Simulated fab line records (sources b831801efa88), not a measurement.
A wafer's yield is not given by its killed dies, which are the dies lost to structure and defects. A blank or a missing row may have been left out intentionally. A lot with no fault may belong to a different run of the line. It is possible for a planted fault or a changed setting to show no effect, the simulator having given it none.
Matching of chambers || flow gf180mcu || 3 sister chambers for GF_SAB_CVD_00 on pecvd-01
The step deposits SiO2 from TEOS, target thk 50 nm, time 4.9302 s. 16 wafers are shown with their chamber, then 8 later ones without.

== WAFERS, EACH WITH ITS CHAMBER ==
{"wafer": "L340.1", "chamber": 1, "heater-power-w (W)": 702}
{"wafer": "L340.3", "chamber": 0, "heater-power-w (W)": 716}
{"wafer": "L340.5", "chamber": 1, "heater-power-w (W)": 689}
{"wafer": "L344.2", "chamber": 1, "heater-power-w (W)": 713}
{"wafer": "L344.3", "chamber": 2, "heater-power-w (W)": 724}
{"wafer": "L344.4", "chamber": 1, "heater-power-w (W)": 713}
{"wafer": "L345.1", "chamber": 2, "heater-power-w (W)": 738}
{"wafer": "L345.4", "chamber": 1, "heater-power-w (W)": 680}
{"wafer": "L345.6", "chamber": 0, "heater-power-w (W)": 780}
{"wafer": "L346.3", "chamber": 1, "heater-power-w (W)": 684}
{"wafer": "L346.4", "chamber": 1, "heater-power-w (W)": 676}
{"wafer": "L346.6", "chamber": 0, "heater-power-w (W)": 778}
{"wafer": "L348.1", "chamber": 2, "heater-power-w (W)": 630}
{"wafer": "L348.2", "chamber": 0, "heater-power-w (W)": 745}
{"wafer": "L348.4", "chamber": 2, "heater-power-w (W)": 640}
{"wafer": "L353.4", "chamber": 1, "heater-power-w (W)": 592}

SIGNATURES (averages over the wafers above)
{"reading": "heater-power-w", "chamber 0": 754.75, "chamber 1": 681.12, "chamber 2": 683.00, "scatter within a chamber": 41.7}
Rule: for each reading, subtract the chamber's mean from the wafer's reading, divide by that reading's scatter and square the result; add these up over the readings and take the root, which gives the wafer's distance from the chamber. If the next closest chamber is less than 2 further off than the closest, the wafer can't be placed; otherwise it belongs to the closest. How the scatter is found: for the shown wafers, subtract from each reading the mean of its chamber, square and add these, divide the total by (wafers less chambers), then take the root.

== WAFERS MISSING THEIR CHAMBER ==
{"wafer": "L353.5", "heater-power-w (W)": 791}
{"wafer": "L353.6", "heater-power-w (W)": 708}
{"wafer": "L357.2", "heater-power-w (W)": 750}
{"wafer": "L357.3", "heater-power-w (W)": 749}
{"wafer": "L357.5", "heater-power-w (W)": 666}
{"wafer": "L356.3", "heater-power-w (W)": 717}
{"wafer": "L356.5", "heater-power-w (W)": 727}
{"wafer": "L356.6", "heater-power-w (W)": 696}

== THE CHAMBER EACH PASSED THROUGH ==
{"wafer": "L353.5", "from the rows above": "can't be placed: 0 or 2 or 1", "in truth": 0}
{"wafer": "L353.6", "from the rows above": "can't be placed: 2 or 1 or 0", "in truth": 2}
{"wafer": "L357.2", "from the rows above": "can't be placed: 0 or 2 or 1", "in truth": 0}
{"wafer": "L357.3", "from the rows above": "can't be placed: 0 or 2 or 1", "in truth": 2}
{"wafer": "L357.5", "from the rows above": "can't be placed: 1 or 2 or 0", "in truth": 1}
{"wafer": "L356.3", "from the rows above": "can't be placed: 2 or 1 or 0", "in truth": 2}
{"wafer": "L356.5", "from the rows above": "can't be placed: 0 or 2 or 1", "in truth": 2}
{"wafer": "L356.6", "from the rows above": "can't be placed: 2 or 1 or 0", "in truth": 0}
Correctly placed: 0 of 8. Unplaceable from these rows: 8, with the true chamber sitting among the candidates in 8. 0 placed wrongly.
